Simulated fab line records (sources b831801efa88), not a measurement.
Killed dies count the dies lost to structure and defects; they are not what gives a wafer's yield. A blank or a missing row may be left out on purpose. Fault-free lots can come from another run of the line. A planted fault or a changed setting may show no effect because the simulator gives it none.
2 desks, one fault | flow sky130 | what lay behind the numbers comes last; until then each desk has only its own

THE TOOL OWNER'S DESK: furnace-02
The tool's own readings at SKY_GATE_OXIDE_OXIDATION_16 (stabilise 600 s, purge 300 s, target thk 3.57 nm): means of the sampled wafers that have a number, for each lot that ran on this tool. Any lot whose mean is over 4 standard deviations away from the usual mean is out of limits and marked OUT; that distance is given in the brackets. 7 of its 8 readings are shown: the first one out of limits and those lying furthest out on some lot.
Columns: A = spike-tc-bottom-C at SKY_GATE_OXIDE_OXIDATION_16, usual 820.3 C; B = spike-tc-centre-C at SKY_GATE_OXIDE_OXIDATION_16, usual 800.2 C; C = spike-tc-lower-C at SKY_GATE_OXIDE_OXIDATION_16, usual 801.9 C; D = spike-tc-top-C at SKY_GATE_OXIDE_OXIDATION_16, usual 812.9 C; E = spike-tc-upper-C at SKY_GATE_OXIDE_OXIDATION_16, usual 799.8 C; F = tube-center-temp-C at SKY_GATE_OXIDE_OXIDATION_16, usual 800.01 C; G = tube_center_temp_C_max at SKY_GATE_OXIDE_OXIDATION_16, usual 802.08
lot  | first seen here | A               | B                | C                | D               | E                | F                        | G
L867 | day 13 22:09    | 820.7           | 801.8            | 799.2            | 812.6           | 800.9            | 799.99                   | 802.21
L877 | day 17 14:03    | 820.0           | 799.7            | 799.8            | 812.5           | 801.3            | 799.99                   | 802.16
L878 | day 17 14:03    | 820.7           | 801.1            | 800.0            | 812.5           | 800.8            | 800.00                   | 801.82
L882 | day 19 12:13    | 810.6 (-10) OUT | 790.3 (-9.9) OUT | 789.2 (-6.7) OUT | 802.8 (-10) OUT | 790.6 (-7.7) OUT | 789.91 (-99 or more) OUT | 791.86 (-34) OUT
L883 | day 19 15:00    | 810.4 (-11) OUT | 790.4 (-9.8) OUT | 789.4 (-6.6) OUT | 802.7 (-10) OUT | 790.4 (-7.8) OUT | 789.80 (-99 or more) OUT | 791.66 (-35) OUT
L884 | day 19 19:17    | 810.3 (-11) OUT | 790.3 (-9.9) OUT | 788.8 (-6.9) OUT | 801.7 (-11) OUT | 790.1 (-8.1) OUT | 789.88 (-99 or more) OUT | 791.91 (-34) OUT
Finding of this desk: L882, L883, L884 out of limits; the first was L882 at day 19 12:13, on spike-tc-bottom-C at SKY_GATE_OXIDE_OXIDATION_16. L867, L877, L878: within limits.

AT THE METROLOGY DESK
Lot by lot, what the gauges showed, no matter which tool ran the lot: averages of those sampled wafers that carry a number. Any lot whose mean is over 4 standard deviations away from the usual mean is out of limits and marked OUT; that distance is given in the brackets.
Columns: A = cd-nm at SKY_VT_ADJUST_HVTP_CD_MEAS_07, usual 381.0 nm; B = VT_ADJUST_HVTP_TW at SKY_VT_ADJUST_HVTP_TW_MEAS_11, usual 1354
lot  | first seen here | A     | B
L867 | day 6 00:07     | 382.4 | 1347
L868 | day 6 08:53     | 376.0 | 1348
L871 | day 7 00:46     | 377.6 | 1350
L872 | day 7 10:39     | 385.5 | 1351
L875 | day 8 03:40     | 379.8 | 1361
L876 | day 8 06:20     | 380.9 | 1355
L877 | day 8 14:07     | 381.4 | 1354
L878 | day 8 20:17     | 379.4 | 1349
L882 | day 10 07:24    | 380.8 | 1361
L883 | day 10 10:24    | 383.6 | 1352
L884 | day 10 14:25    | 385.7 | 1363
L885 | day 10 17:47    | 381.2 | 1352
This desk's finding: nothing out of limits on any of the 12 lots.

PUT TOGETHER
The tool owner's desk had the chance to raise an alarm at day 19 12:13 on L882, L883, L884.
The metrology desk saw nothing out of limits.
The metrology desk has L882, L883, L884 on record, within its limits.
All the named lots went through SKY_GATE_OXIDE_OXIDATION_16 on furnace-02.

WHAT THE SIMULATOR HAD PUT IN
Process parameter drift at SKY_GATE_OXIDE_OXIDATION_16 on furnace-02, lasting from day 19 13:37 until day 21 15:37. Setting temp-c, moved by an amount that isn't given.
Lots struck among those shown: L882, L883, L884.
